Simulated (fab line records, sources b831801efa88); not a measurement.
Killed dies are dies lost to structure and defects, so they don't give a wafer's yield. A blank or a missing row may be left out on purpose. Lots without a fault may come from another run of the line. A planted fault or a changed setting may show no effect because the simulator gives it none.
Problem report in the 8D (eight disciplines) form, filled by code | flow gf180mcu | the parts of the form that need people (team, actions taken, sign-off) are left out

1. THE PROBLEM
V5_CVD_02_THK at GF_V5_THK_MEAS_03 reads a mean of 943 nm on 2 wafers of 1 lot; wafers without a fault read 1451 nm with a standard deviation of 18. That is -28 standard deviations from the usual mean.
First seen on wafer L286.1, day 29 01:04, on film_metro-04. The record holds 38 wafers of 13 lots with a number at this step. Rule for "out", or "out of limits": more than 4 standard deviations from the usual mean. The other wafers with a number count as sound.

2. WHAT IT IS AND WHAT IT IS NOT
question                    | is                     | is not
which readings at this step | V5_CVD_02_THK          | -
which lots                  | L286                   | L277, L278, L279, L280, L281, L292, L295, L296, L297, L298, L299, L300
which wafers of those lots  | all that have a number | -
read on which gauges        | film_metro-04          | film_metro-01, film_metro-02
when                        | from day 29 01:04      | up to then (15 sound wafers); but 21 sound wafers of L292, L295, L296, L297, L298, L299, L300 came after

3. SUSPECTS, AND WHAT RULES EACH OUT
Counting: a tool at a process step up to the reading stays a suspect if it ran every lot that is out and no sound lot after the first of them.
- the gauge at GF_V5_THK_MEAS_03: kept. All the wafers that are out were read on film_metro-04, and no step on other tools shows them out.
- pvd_sputter-03 at GF_MIM_SPUTTER_00 (material Ti, target thk 37.5 nm, time 150 s): ruled out as a lasting fault. Sound lots L296, L300 ran on it after its first lot that is out, L286 (day 27 08:36).
- pvd_sputter-03 at GF_MIM_SPUTTER_04 (material TiN, target thk 50 nm, time 41.7 s): ruled out as a lasting fault. Sound lots L296, L300 ran on it after its first lot that is out, L286 (day 27 08:47).
- pecvd-02 at GF_V5_CVD_02 (deposits SiO2 from TEOS, target thk 1450 nm, time 163.28 s): kept. It ran the lot that is out, L286 (day 29 00:54), and no sound lot after that; its last sound lot up to then is L280 (day 27 14:23).
Left after counting: pecvd-02 at GF_V5_CVD_02, film_metro-04 at GF_V5_THK_MEAS_03.

4. THE CAUSE (what the simulator had put in)
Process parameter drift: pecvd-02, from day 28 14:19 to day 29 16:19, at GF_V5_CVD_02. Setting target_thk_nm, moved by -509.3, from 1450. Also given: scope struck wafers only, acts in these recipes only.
Counting left 2 suspects, and this tool is among them.

5. THE CHAIN OF EFFECTS, in route order
Each row: a reading whose mean over the struck wafers that have a number lies more than 3 standard deviations from the usual. Only readings for which the record gives a usual standard deviation are gone through. hours: the time from each lot's start at the first step in this table that gives one to its start at this step, as a median over the lots. sigmas: the change in usual standard deviations.
hours | step              | reading       | usual   | on struck wafers | change | sigmas
0     | GF_V5_THK_MEAS_03 | V5_CVD_02_THK | 1451 nm | 943              | -508   | -28
Later measuring or inspecting steps at which every struck wafer that the step has a row for has a number for every such reading, and none has moved that far: GF_V5_OVL_MEAS_15.

6. WHAT WOULD HAVE CAUGHT IT SOONER
In this record the first reading out of limits at a measuring or inspecting step was taken at day 29 01:04, 11 hours after the fault began at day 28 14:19.
Of the tool readings at GF_V5_CVD_02 for which the record gives a usual standard deviation, none was out on any struck wafer, so an alarm limit of 4 standard deviations on them would not have fired.
All the lots that are out (1) had begun GF_V5_CVD_02 on pecvd-02 by day 29 01:04. A hold on the tool at that time would have spared none of them.
